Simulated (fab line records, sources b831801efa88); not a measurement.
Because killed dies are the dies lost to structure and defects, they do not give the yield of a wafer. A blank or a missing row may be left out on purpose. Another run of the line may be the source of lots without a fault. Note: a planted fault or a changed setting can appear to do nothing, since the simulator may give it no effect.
Matching of chambers | flow sky130 | SKY_VIA2_ETCH_14 on rie-diel-03 has 4 sister chambers
The step etches BARC in N2/H2, stops on SiO2, time 45.9 s, target depth 60 nm. 4 wafers are shown with their chamber, then 11 later ones without.

EACH WAFER AND ITS CHAMBER
wafer  | chamber | drypump-motor-current-A (A)
L080.5 | 3       | 4.8
L085.1 | 2       | 6.6
L085.5 | 1       | 5.5
L088.2 | 0       | 5.8

WAFERS WHOSE CHAMBER IS MISSING
wafer  | drypump-motor-current-A (A)
L088.3 | 6.6
L088.5 | 5.8
L089.1 | 4.7
L089.4 | 5.8
L089.5 | 6.6
L091.1 | 5.4
L091.2 | 5.8
L091.4 | 4.8
L097.1 | 6.6
L097.3 | 5.4
L097.5 | 5.8

CHAMBER TAKEN BY EACH
wafer  | from the rows above | in truth
L088.3 | 2                   | 2
L088.5 | 0                   | 0
L089.1 | 3                   | 3
L089.4 | 0                   | 0
L089.5 | 2                   | 2
L091.1 | 1                   | 1
L091.2 | 0                   | 0
L091.4 | 3                   | 3
L097.1 | 2                   | 2
L097.3 | 1                   | 1
L097.5 | 0                   | 0
Correctly placed: 11 of 11. Number that these rows cannot place: 0. 0 placed wrongly.
How it was worked out, from the rows above alone: a wafer's distance from a chamber is the root of the sum, over the readings, of the square of ((its reading less the chamber's mean) divided by the reading's scatter). The wafer belongs to the nearest chamber; if the next one is less than 2 further off, it can't be placed. A chamber's mean is the mean of its shown wafers. The scatter (one wafer shown for each chamber): square how far every hidden wafer sits from the nearest shown wafer, average those squares and take the square root.
